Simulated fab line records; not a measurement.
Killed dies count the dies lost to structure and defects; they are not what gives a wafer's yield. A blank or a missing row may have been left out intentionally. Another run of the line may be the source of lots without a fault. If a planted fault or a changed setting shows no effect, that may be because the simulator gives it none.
fab line records	flow sky130
record lots=24	wafers=72	lastDay=50
route steps=708 shown FIELD_ISO@26 POLY_GATE@228 POLY_CUT@317 CONTACT@406 METAL1@454
lots untouched by any fault: they come from a run of this same line in which no faults occurred
startH: hours from the record's opening day to when the first of the lot's shown wafers began	waitH: hours from the lot's prior step to this one	" identical to the entry in the row above	L1.1+2: several wafers, shown together as one row	- no value present, or no start provided	* or withheld: withheld	< > ~ a bound
route shown NAME@n: names a module that has steps shown in the file, with the first one's number in the route	usual: mean/standard deviation of fault-free wafers	same: alike in all rows	chamber/n: place in a boat	sites: each site's reading	_std_site: the values' standard deviation	_edge_site: the outer-site mean with the inner-site mean subtracted	radiusMm: how far each site lies from the wafer's centre	mask NAME#n: copy n	behind: the most recent tool/chamber to have shaped the wafer	hold: reason for holding the lot/hours on hold/outcome of the hold	device: the transistor (n, p or np) that didn't switch	end of line: the tests these same wafers got at the end of their route	for a step that has no rows: nothing shown but its recipe	killed: dies lost to structure and defects at the first sort, not the wafer's yield	map: the dies of a wafer, with x for killed, . for not killed, _ for no die there
set.NAME: the setting as run; set.NAME@STEP: as run at that earlier step	model.NAME: the simulator's own value behind a step, which no gauge read
route steps across a sampled set of lots; one table per step, one row per wafer
services: the hour from which a tool's chamber was out of use, counted from the record's first day as startH (under 0 if before that day), plus the number of hours and why
## steps
# step SKY_FIELD_ISO_THK_MEAS_25
# recipe reads=SiO2_of_FIELD_ISO_CVD_24
# usual FIELD_ISO_CVD_24_THK=593/8.8
lot.wafer	tool	chamber	startH	waitH	FIELD_ISO_CVD_24_THK[nm]
L074.2	filmMetro-03	-	29.94	0.0	597
L074.3	"	-	"	"	591
L074.4	"	-	"	"	598
L075.3	filmMetro-03	-	35.84	0.1	590
L075.5	"	-	"	"	598
L075.6	"	-	"	"	578
L076.3	filmMetro-03	-	40.80	0.1	583
L076.4	"	-	"	"	576
L076.6	"	-	"	"	587
L077.2	filmMetro-02	-	49.32	0.0	602
L077.3	"	-	"	"	588
L077.6	"	-	"	"	597
L078.1	filmMetro-04	-	55.43	0.0	594
L078.4	"	-	"	"	596
L078.6	"	-	"	"	605
L079.1	filmMetro-02	-	59.25	0.0	577
L079.2	"	-	"	"	592
L079.4	"	-	"	"	592
L080.2	filmMetro-04	-	63.89	0.0	596
L080.3	"	-	"	"	602
L080.4	"	-	"	"	608
L081.3	filmMetro-04	-	70.74	0.1	602
L081.4	"	-	"	"	607
L081.6	"	-	"	"	605
L082.2	filmMetro-03	-	73.63	0.0	593
L082.4	"	-	"	"	594
L082.5	"	-	"	"	611
L083.4	filmMetro-03	-	78.98	0.0	592
L083.5	"	-	"	"	600
L083.6	"	-	"	"	602
L084.4	filmMetro-03	-	85.89	0.0	595
L084.5	"	-	"	"	600
L084.6	"	-	"	"	591
L085.1	filmMetro-02	-	89.54	0.0	579
L085.2	"	-	"	"	594
L085.6	"	-	"	"	597
L086.3	filmMetro-04	-	93.94	0.1	585
L086.4	"	-	"	"	587
L086.5	"	-	"	"	579
L087.1	filmMetro-04	-	101.52	0.1	589
L087.3	"	-	"	"	598
L087.5	"	-	"	"	594
L088.2	filmMetro-04	-	106.31	0.0	585
L088.3	"	-	"	"	598
L088.5	"	-	"	"	600
L089.2	filmMetro-04	-	109.34	0.0	594
L089.4	"	-	"	"	597
L089.6	"	-	"	"	598
L090.1	filmMetro-03	-	116.86	0.0	592
L090.4	"	-	"	"	574
L090.5	"	-	"	"	593
L091.2	filmMetro-04	-	119.29	0.0	570
L091.5	"	-	"	"	602
L091.6	"	-	"	"	589
L092.1	filmMetro-02	-	127.53	0.0	598
L092.4	"	-	"	"	602
L092.6	"	-	"	"	594
L093.2	filmMetro-04	-	131.47	0.0	594
L093.4	"	-	"	"	590
L093.6	"	-	"	"	587
L094.3	filmMetro-03	-	136.44	0.1	595
L094.4	"	-	"	"	597
L094.5	"	-	"	"	586
L095.1	filmMetro-03	-	139.91	0.0	600
L095.2	"	-	"	"	594
L095.3	"	-	"	"	580
L096.1	filmMetro-03	-	147.94	0.0	573
L096.2	"	-	"	"	599
L096.5	"	-	"	"	594
L097.1	filmMetro-04	-	152.94	0.0	588
L097.3	"	-	"	"	584
L097.4	"	-	"	"	594
# step SKY_POLY_GATE_OVL_MEAS_14
# usual POLY_GATE_OVL=-1/6.8
lot.wafer	tool	chamber	startH	waitH	POLY_GATE_OVL[nm]
L074.2	overlay-02	-	360.18	0.1	12
L074.3	"	-	"	"	3
L074.4	"	-	"	"	8
L075.3	overlay-02	-	370.86	0.1	-4
L075.5	"	-	"	"	1
L075.6	"	-	"	"	-5
L076.3	overlay-01	-	378.74	0.1	9
L076.4	"	-	"	"	-11
L076.6	"	-	"	"	-10
L079.1	overlay-02	-	428.00	0.1	3
L079.2	"	-	"	"	-4
L079.4	"	-	"	"	-10
L077.2	overlay-02	-	432.80	0.1	0
L077.3	"	-	"	"	-8
L077.6	"	-	"	"	-6
L078.1	overlay-02	-	433.15	0.1	0
L078.4	"	-	"	"	-14
L078.6	"	-	"	"	-9
L081.3	overlay-02	-	437.89	0.1	7
L081.4	"	-	"	"	-6
L081.6	"	-	"	"	-6
L080.2	overlay-01	-	438.53	0.1	-14
L080.3	"	-	"	"	1
L080.4	"	-	"	"	-7
L082.2	overlay-01	-	441.88	0.1	0
L082.4	"	-	"	"	9
L082.5	"	-	"	"	-2
L083.4	overlay-01	-	482.00	0.1	-1
L083.5	"	-	"	"	3
L083.6	"	-	"	"	-7
L084.4	overlay-01	-	483.54	0.1	-8
L084.5	"	-	"	"	2
L084.6	"	-	"	"	-13
L085.1	overlay-01	-	483.68	0.1	7
L085.2	"	-	"	"	0
L085.6	"	-	"	"	-4
L086.3	overlay-01	-	484.79	0.1	-2
L086.4	"	-	"	"	9
L086.5	"	-	"	"	6
L087.1	overlay-01	-	486.53	0.1	-1
L087.3	"	-	"	"	-9
L087.5	"	-	"	"	-5
L089.2	overlay-02	-	493.20	0.1	-10
L089.4	"	-	"	"	-6
L089.6	"	-	"	"	0
L088.2	overlay-02	-	493.53	0.1	7
L088.3	"	-	"	"	-7
L088.5	"	-	"	"	-4
L090.1	overlay-01	-	507.48	0.1	7
L090.4	"	-	"	"	-8
L090.5	"	-	"	"	1
L091.2	overlay-02	-	511.80	0.1	-2
L091.5	"	-	"	"	-3
L091.6	"	-	"	"	1
L092.1	overlay-01	-	521.90	0.1	-4
L092.4	"	-	"	"	8
L092.6	"	-	"	"	2
L094.3	overlay-01	-	536.09	0.1	0
L094.4	"	-	"	"	6
L094.5	"	-	"	"	1
L093.2	overlay-02	-	538.83	0.1	-10
L093.4	"	-	"	"	-11
L093.6	"	-	"	"	-7
L095.1	overlay-02	-	540.58	0.1	3
L095.2	"	-	"	"	-9
L095.3	"	-	"	"	-1
L096.1	overlay-02	-	559.13	0.1	6
L096.2	"	-	"	"	-1
L096.5	"	-	"	"	9
L097.1	overlay-02	-	560.30	0.1	-4
L097.3	"	-	"	"	-5
L097.4	"	-	"	"	9
# step SKY_POLY_CUT_ETCH_10
# recipe chemistry=N2/H2	target=BARC	ionEnergyEv=200	sourceW=500	biasW=100	pressureMtorr=30	n2FlowSccm=100	h2FlowSccm=200	stopOn=SiO2	timeS=45.9	targetDepthA=600
# usual drypumpMotorCurrentA=5.6/0.5	n2FlowSccm=100.1/0.33	oesProductAu=0.855/0.0046	throttleValvePct=13.226/0.0097
lot.wafer	tool	chamber	startH	waitH	drypumpMotorCurrentA	n2FlowSccm	oesProductAu	rfHoursCounterH	throttleValvePct
L074.2	rieDiel-04	0	552.32	0.0	5.7	99.5	0.855	9	13.225
L074.3	"	3	"	"	5.3	99.9	0.850	49	13.223
L074.4	"	1	"	"	5.3	100.9	0.850	62	13.228
L075.3	rieDiel-03	3	554.92	0.0	5.7	100.6	0.856	5	13.240
L075.5	"	1	"	"	5.7	100.1	0.857	-	13.235
L075.6	"	0	"	"	6.6	100.2	0.854	-	13.222
L076.3	rieDiel-04	3	562.18	0.0	5.3	100.5	0.852	49	13.233
L076.4	"	1	"	"	5.3	100.2	0.853	62	13.233
L076.6	"	3	"	"	5.3	100.2	0.857	-	13.224
L079.1	rieDiel-01	0	611.87	0.0	5.6	100.1	0.853	35	13.229
L079.2	"	2	"	"	5.0	100.2	0.856	12	13.221
L079.4	"	3	"	"	6.2	100.2	0.855	16	13.234
L077.2	rieDiel-03	3	614.36	0.0	5.7	99.4	0.860	6	13.203
L077.3	"	0	"	"	6.6	100.7	0.850	6	13.215
L077.6	"	1	"	"	5.7	100.2	0.851	-	13.250
L078.1	rieDiel-01	1	615.68	0.0	5.1	100.1	0.868	71	13.231
L078.4	"	0	"	"	5.6	100.1	0.863	35	13.215
L078.6	"	0	"	"	5.6	99.9	0.850	-	13.238
L081.3	rieDiel-01	1	617.97	0.0	5.0	100.5	0.851	71	13.229
L081.4	"	0	"	"	5.6	100.2	0.857	35	13.232
L081.6	"	3	"	"	6.2	99.7	0.843	-	13.236
L080.2	rieDiel-03	3	619.31	0.0	5.6	100.2	0.862	6	13.225
L080.3	"	0	"	"	6.5	99.3	0.859	6	13.219
L080.4	"	2	"	"	6.1	100.2	0.859	18	13.234
L082.2	rieDiel-03	3	628.06	0.0	5.6	100.3	0.853	6	13.230
L082.4	"	1	"	"	5.7	100.3	0.852	9	13.238
L082.5	"	1	"	"	5.7	100.3	0.859	-	13.233
L083.4	rieDiel-03	1	664.42	0.0	5.7	99.8	0.860	9	13.232
L083.5	"	1	"	"	5.7	99.5	0.856	-	13.232
L083.6	"	0	"	"	6.6	99.8	0.858	-	13.227
L084.4	rieDiel-04	2	665.12	0.0	4.8	99.5	0.862	49	13.232
L084.5	"	1	"	"	5.3	99.8	0.846	-	13.217
L084.6	"	2	"	"	4.8	99.4	0.855	-	13.222
L086.3	rieDiel-03	0	666.86	0.0	6.6	100.2	0.863	7	13.219
L086.4	"	2	"	"	6.1	100.3	0.853	19	13.224
L086.5	"	0	"	"	6.6	100.6	0.856	-	13.229
L085.1	rieDiel-03	3	668.91	0.0	5.6	99.8	0.867	7	13.220
L085.2	"	0	"	"	6.6	100.3	0.863	7	13.228
L085.6	"	1	"	"	5.7	99.9	0.860	-	13.216
L087.1	rieDiel-01	3	670.23	0.0	6.2	99.8	0.856	18	13.233
L087.3	"	1	"	"	5.1	100.5	0.851	0	13.221
L087.5	"	1	"	"	5.1	100.5	0.859	-	13.210
L089.2	rieDiel-01	1	675.63	0.0	5.1	99.8	0.861	1	13.235
L089.4	"	0	"	"	5.6	99.9	0.862	37	13.223
L089.6	"	1	"	"	5.1	99.9	0.845	-	13.225
L088.2	rieDiel-04	3	676.37	0.0	5.3	99.6	0.854	51	13.193
L088.3	"	1	"	"	5.3	100.4	0.854	0	13.222
L088.5	"	3	"	"	5.3	100.1	0.855	-	13.239
L090.1	rieDiel-03	2	689.22	0.0	6.1	100.0	0.860	20	13.226
L090.4	"	1	"	"	5.7	99.7	0.860	11	13.218
L090.5	"	2	"	"	6.1	100.4	0.855	-	13.243
L091.2	rieDiel-01	3	692.37	0.0	6.2	99.9	0.855	18	13.213
L091.5	"	3	"	"	6.2	100.0	0.854	-	13.221
L091.6	"	0	"	"	5.6	100.0	0.858	-	13.235
L092.1	rieDiel-04	2	703.06	0.0	4.8	100.5	0.863	50	13.220
L092.4	"	0	"	"	5.7	100.0	0.855	-	13.226
L092.6	"	1	"	"	5.3	100.0	0.851	-	13.235
L094.3	rieDiel-03	2	714.53	0.0	6.1	100.4	0.858	20	13.220
L094.4	"	1	"	"	5.7	99.7	0.856	11	13.226
L094.5	"	2	"	"	6.1	100.4	0.855	-	13.240
L093.2	rieDiel-03	1	718.57	0.0	5.7	100.4	0.857	11	13.226
L093.4	"	3	"	"	5.7	100.1	0.847	8	13.228
L093.6	"	2	"	"	6.1	100.7	0.855	-	13.249
L095.1	rieDiel-01	1	720.31	0.0	5.1	99.8	0.848	2	13.225
L095.2	"	2	"	"	5.0	99.9	0.856	15	13.215
L095.3	"	3	"	"	6.2	99.8	0.856	19	13.214
L096.1	rieDiel-04	1	736.21	0.0	5.3	100.1	0.849	2	13.216
L096.2	"	0	"	"	5.7	99.8	0.857	12	13.215
L096.5	"	3	"	"	5.3	100.1	0.857	-	13.220
L097.1	rieDiel-01	2	736.38	0.0	5.0	100.4	0.859	15	13.224
L097.3	"	0	"	"	5.6	100.2	0.857	39	13.225
L097.4	"	1	"	"	5.1	100.2	0.864	2	13.211
# step SKY_CONTACT_CVD_00
# recipe material=Si3N4	targetThkNm=75	tempC=400	timeS=withheld	rfW=433
# usual heaterPowerW=706/91
lot.wafer	tool	chamber	startH	waitH	heaterPowerW
L074.2	pecvd-01	2	702.59	0.0	743
L074.3	"	0	"	"	676
L074.4	"	1	"	"	487
L075.3	pecvd-04	2	705.75	0.0	727
L075.5	"	2	"	"	731
L075.6	"	0	"	"	803
L076.3	pecvd-03	1	715.54	0.0	606
L076.4	"	2	"	"	781
L076.6	"	1	"	"	612
L079.1	pecvd-04	0	758.02	0.0	712
L079.2	"	1	"	"	686
L079.4	"	2	"	"	690
L077.2	pecvd-01	0	762.24	0.0	710
L077.3	"	2	"	"	787
L077.6	"	0	"	"	725
L078.1	pecvd-04	2	762.41	0.0	645
L078.4	"	1	"	"	706
L078.6	"	2	"	"	660
L081.3	pecvd-03	0	762.82	0.0	772
L081.4	"	2	"	"	722
L081.6	"	0	"	"	776
L080.2	pecvd-04	0	765.12	0.0	813
L080.3	"	1	"	"	678
L080.4	"	0	"	"	833
L082.2	pecvd-01	2	771.74	0.0	757
L082.4	"	1	"	"	596
L082.5	"	2	"	"	767
L083.4	pecvd-01	0	805.09	0.0	689
L083.5	"	2	"	"	662
L083.6	"	1	"	"	578
L084.4	pecvd-03	2	806.18	0.0	701
L084.5	"	0	"	"	885
L084.6	"	1	"	"	668
L086.3	pecvd-01	1	808.57	0.0	520
L086.4	"	1	"	"	539
L086.5	"	0	"	"	741
L085.1	pecvd-03	0	810.72	0.0	875
L085.2	"	1	"	"	641
L085.6	"	0	"	"	873
L087.1	pecvd-04	2	811.18	0.0	663
L087.3	"	1	"	"	634
L087.5	"	2	"	"	685
L089.2	pecvd-01	1	817.61	0.0	574
L089.4	"	2	"	"	779
L089.6	"	0	"	"	714
L088.2	pecvd-03	0	818.28	0.0	865
L088.3	"	2	"	"	759
L088.5	"	1	"	"	680
L090.1	pecvd-01	2	828.22	0.0	752
L090.4	"	0	"	"	726
L090.5	"	2	"	"	748
L091.2	pecvd-03	2	832.18	0.0	758
L091.5	"	2	"	"	792
L091.6	"	0	"	"	874
L092.1	pecvd-04	1	841.59	0.0	660
L092.4	"	1	"	"	653
L092.6	"	0	"	"	802
L094.3	pecvd-03	2	852.99	0.0	771
L094.4	"	2	"	"	758
L094.5	"	0	"	"	877
L093.2	pecvd-01	1	857.20	0.0	493
L093.4	"	1	"	"	494
L093.6	"	2	"	"	775
L095.1	pecvd-03	0	858.82	0.0	711
L095.2	"	2	"	"	655
L095.3	"	1	"	"	606
L096.1	pecvd-04	2	873.79	0.0	636
L096.2	"	1	"	"	662
L096.5	"	2	"	"	631
L097.1	pecvd-03	1	874.63	0.0	645
L097.3	"	0	"	"	865
L097.4	"	1	"	"	648
# step SKY_CONTACT_THK_MEAS_01
# recipe reads=Si3N4_of_CONTACT_CVD_00
# usual CONTACT_CVD_00_THK=74.1/1.1
lot.wafer	tool	chamber	startH	waitH	CONTACT_CVD_00_THK[nm]
L074.2	filmMetro-02	-	702.72	-	73.2
L074.3	"	-	"	"	73.6
L074.4	"	-	"	"	74.7
L075.3	filmMetro-04	-	705.80	-	73.4
L075.5	"	-	"	"	75.0
L075.6	"	-	"	"	76.3
L076.3	filmMetro-02	-	715.59	-	71.8
L076.4	"	-	"	"	74.2
L076.6	"	-	"	"	72.6
L079.1	filmMetro-04	-	758.05	-	75.7
L079.2	"	-	"	"	74.1
L079.4	"	-	"	"	75.8
L077.2	filmMetro-02	-	762.29	-	73.0
L077.3	"	-	"	"	74.3
L077.6	"	-	"	"	73.6
L078.1	filmMetro-02	-	762.45	-	74.6
L078.4	"	-	"	"	74.8
L078.6	"	-	"	"	74.3
L081.3	filmMetro-04	-	762.87	-	73.1
L081.4	"	-	"	"	74.6
L081.6	"	-	"	"	73.6
L080.2	filmMetro-03	-	765.16	-	74.3
L080.3	"	-	"	"	72.8
L080.4	"	-	"	"	74.5
L082.2	filmMetro-04	-	771.79	-	72.9
L082.4	"	-	"	"	73.3
L082.5	"	-	"	"	74.4
L083.4	filmMetro-04	-	805.13	-	75.4
L083.5	"	-	"	"	76.1
L083.6	"	-	"	"	75.3
L084.4	filmMetro-02	-	806.23	-	73.9
L084.5	"	-	"	"	73.3
L084.6	"	-	"	"	74.2
L086.3	filmMetro-02	-	808.63	-	74.3
L086.4	"	-	"	"	75.5
L086.5	"	-	"	"	76.1
L085.1	filmMetro-04	-	810.76	-	72.6
L085.2	"	-	"	"	73.4
L085.6	"	-	"	"	74.1
L087.1	filmMetro-03	-	811.22	-	74.1
L087.3	"	-	"	"	71.4
L087.5	"	-	"	"	75.5
L089.2	filmMetro-02	-	817.65	-	73.3
L089.4	"	-	"	"	74.7
L089.6	"	-	"	"	75.5
L088.2	filmMetro-02	-	818.32	-	73.6
L088.3	"	-	"	"	73.1
L088.5	"	-	"	"	73.7
L090.1	filmMetro-02	-	828.25	-	75.8
L090.4	"	-	"	"	75.3
L090.5	"	-	"	"	77.6
L091.2	filmMetro-03	-	832.22	-	73.1
L091.5	"	-	"	"	74.5
L091.6	"	-	"	"	75.4
L092.1	filmMetro-02	-	841.63	-	73.0
L092.4	"	-	"	"	74.3
L092.6	"	-	"	"	75.8
L094.3	filmMetro-02	-	853.04	-	72.8
L094.4	"	-	"	"	73.4
L094.5	"	-	"	"	74.1
L093.2	filmMetro-03	-	857.24	-	73.7
L093.4	"	-	"	"	74.9
L093.6	"	-	"	"	76.9
L095.1	filmMetro-04	-	858.85	-	72.9
L095.2	"	-	"	"	72.7
L095.3	"	-	"	"	72.3
L096.1	filmMetro-02	-	873.82	-	73.4
L096.2	"	-	"	"	72.9
L096.5	"	-	"	"	74.3
L097.1	filmMetro-02	-	874.66	-	73.7
L097.3	"	-	"	"	72.8
L097.4	"	-	"	"	74.3
# step SKY_METAL1_STRIP_20
# recipe chemistry=O2/N2	powerW=1400	pressureMtorr=1500	platenTempC=withheld	o2FlowSccm=3000	n2FlowSccm=300	overashFraction=0.5
# usual drypumpMotorCurrentA=5.6/0.48	n2FlowSccm=300.0/0.95	oesProductAu=0.341/0.0056	stripTimeToEndpointS=2.66/0.059
lot.wafer	tool	chamber	startH	waitH	drypumpMotorCurrentA	n2FlowSccm	oesProductAu	rfHoursCounterH	stripTimeToEndpointS
L074.2	plasmaAsher-02	0	761.25	0.1	5.0	300.4	0.340	67	2.53
L074.3	"	1	"	"	5.5	301.8	0.336	-	2.53
L074.4	"	0	"	"	5.0	301.2	0.338	-	2.77
L075.3	plasmaAsher-04	1	763.29	0.1	5.2	299.7	0.338	-	2.58
L075.5	"	1	"	"	5.2	299.2	0.350	-	2.61
L075.6	"	0	"	"	6.2	302.6	0.349	-	2.79
L076.3	plasmaAsher-03	0	771.68	0.1	5.8	298.3	0.336	-	2.69
L076.4	"	1	"	"	6.5	298.5	0.337	-	2.66
L076.6	"	1	"	"	6.5	299.7	0.341	-	2.70
L079.1	plasmaAsher-02	0	814.10	0.1	5.0	301.8	0.340	72	2.74
L079.2	"	1	"	"	5.5	299.7	0.339	72	2.61
L079.4	"	1	"	"	5.5	301.8	0.346	-	2.72
L078.1	plasmaAsher-02	1	819.90	0.1	5.5	300.5	0.341	73	2.68
L078.4	"	0	"	"	5.0	299.7	0.345	-	2.72
L078.6	"	1	"	"	5.5	299.8	0.341	-	2.73
L077.2	plasmaAsher-03	1	819.91	0.1	6.4	300.2	0.333	7	2.60
L077.3	"	1	"	"	6.5	300.4	0.335	-	2.63
L077.6	"	1	"	"	6.5	300.5	0.348	-	2.65
L081.3	plasmaAsher-04	0	820.29	0.1	6.1	301.0	0.338	-	2.62
L081.4	"	1	"	"	5.2	298.8	0.347	-	2.70
L081.6	"	0	"	"	6.1	300.3	0.339	-	2.61
L080.2	plasmaAsher-02	1	821.85	0.1	5.5	302.1	0.342	73	2.60
L080.3	"	1	"	"	5.5	301.1	0.344	-	2.63
L080.4	"	0	"	"	5.0	299.4	0.327	-	2.59
L082.2	plasmaAsher-02	0	827.50	0.1	5.0	299.0	0.341	73	2.63
L082.4	"	1	"	"	5.5	300.2	0.336	-	2.68
L082.5	"	0	"	"	5.0	298.0	0.345	-	2.64
L083.4	plasmaAsher-03	1	860.53	0.1	6.4	300.1	0.349	-	2.73
L083.5	"	0	"	"	5.8	300.1	0.340	-	2.64
L083.6	"	1	"	"	6.4	299.3	0.345	-	2.73
L084.4	plasmaAsher-02	1	860.88	0.1	5.5	299.6	0.344	-	2.66
L084.5	"	1	"	"	5.5	297.6	0.337	-	2.64
L084.6	"	0	"	"	5.0	301.2	0.331	-	2.64
L086.3	plasmaAsher-02	0	863.63	0.1	5.0	300.4	0.334	-	2.70
L086.4	"	1	"	"	5.5	299.6	0.342	-	2.64
L086.5	"	0	"	"	5.0	298.8	0.334	-	2.65
L085.1	plasmaAsher-04	1	866.20	0.1	5.2	299.5	0.337	43	2.60
L085.2	"	0	"	"	6.1	299.8	0.344	43	2.72
L085.6	"	1	"	"	5.2	299.9	0.332	-	2.60
L087.1	plasmaAsher-02	0	866.46	0.1	5.0	298.9	0.336	77	2.62
L087.3	"	1	"	"	5.5	299.5	0.338	-	2.59
L087.5	"	1	"	"	5.5	301.1	0.339	-	2.60
L089.2	plasmaAsher-03	0	872.55	0.1	5.8	298.7	0.351	12	2.66
L089.4	"	1	"	"	6.5	300.3	0.350	-	2.67
L089.6	"	0	"	"	5.8	300.8	0.341	-	2.66
L088.2	plasmaAsher-04	0	873.76	0.1	6.2	300.7	0.340	44	2.60
L088.3	"	0	"	"	6.1	301.3	0.342	-	2.61
L088.5	"	1	"	"	5.2	298.9	0.358	-	2.62
L090.1	plasmaAsher-02	1	883.45	0.1	5.5	298.6	0.341	79	2.71
L090.4	"	0	"	"	5.0	300.6	0.345	-	2.70
L090.5	"	1	"	"	5.5	299.0	0.337	-	2.70
L091.2	plasmaAsher-04	0	886.76	0.1	6.2	298.7	0.348	45	2.66
L091.5	"	1	"	"	5.2	299.4	0.344	-	2.74
L091.6	"	0	"	"	6.1	298.4	0.344	-	2.59
L092.1	plasmaAsher-04	0	896.16	0.1	6.2	299.6	0.343	46	2.59
L092.4	"	1	"	"	5.2	300.0	0.337	-	2.61
L092.6	"	0	"	"	6.2	299.2	0.337	-	2.62
L094.3	plasmaAsher-02	1	907.68	0.1	5.5	299.4	0.335	-	2.60
L094.4	"	0	"	"	5.0	299.6	0.346	-	2.60
L094.5	"	1	"	"	5.5	300.5	0.343	-	2.61
L093.2	plasmaAsher-02	0	911.83	0.1	5.1	300.3	0.337	82	2.61
L093.4	"	1	"	"	5.5	300.0	0.333	-	2.59
L093.6	"	1	"	"	5.5	299.9	0.334	-	2.60
L095.1	plasmaAsher-03	0	912.75	0.1	5.8	299.3	0.342	16	2.64
L095.2	"	1	"	"	6.4	299.8	0.342	16	2.62
L095.3	"	1	"	"	6.4	299.3	0.344	-	2.66
L096.1	plasmaAsher-02	0	925.86	0.1	5.0	300.8	0.338	83	2.65
L096.2	"	1	"	"	5.5	300.7	0.328	83	2.56
L096.5	"	0	"	"	5.0	301.4	0.330	-	2.54
L097.1	plasmaAsher-02	1	928.45	0.1	5.5	300.2	0.343	84	2.67
L097.3	"	1	"	"	5.5	300.4	0.338	-	2.63
L097.4	"	0	"	"	5.0	299.1	0.343	-	2.66
## services
tool	chamber	startH	hours	kind
pecvd-01	0	552.59	50.7	repair
pecvd-01	2	589.28	2.8	repair
plasmaAsher-02	-	595.22	2.8	pm
rieDiel-03	3	600.64	6.5	repair
rieDiel-04	2	607.31	1.8	repair
pecvd-04	0	619.16	2.5	repair
rieDiel-03	0	630.80	16.6	repair
pecvd-01	2	660.93	7.4	repair
rieDiel-03	0	707.07	7.1	repair
rieDiel-04	1	713.55	10.0	repair
pecvd-01	1	722.98	4.0	repair
rieDiel-03	1	723.45	1.3	repair
rieDiel-03	3	724.88	8.2	repair
pecvd-04	1	727.40	6.0	repair
pecvd-03	-	744.69	1.4	repair
pecvd-03	-	766.26	0.5	repair
rieDiel-01	0	814.70	4.5	repair
rieDiel-01	0	846.98	7.5	repair
rieDiel-01	-	863.21	0.4	repair
pecvd-04	-	879.60	5.5	pm
pecvd-01	-	905.66	0.8	repair
pecvd-03	-	917.04	0.8	pm
rieDiel-03	-	921.90	1.0	repair
rieDiel-01	-	926.90	15.6	pm
## key
fault none
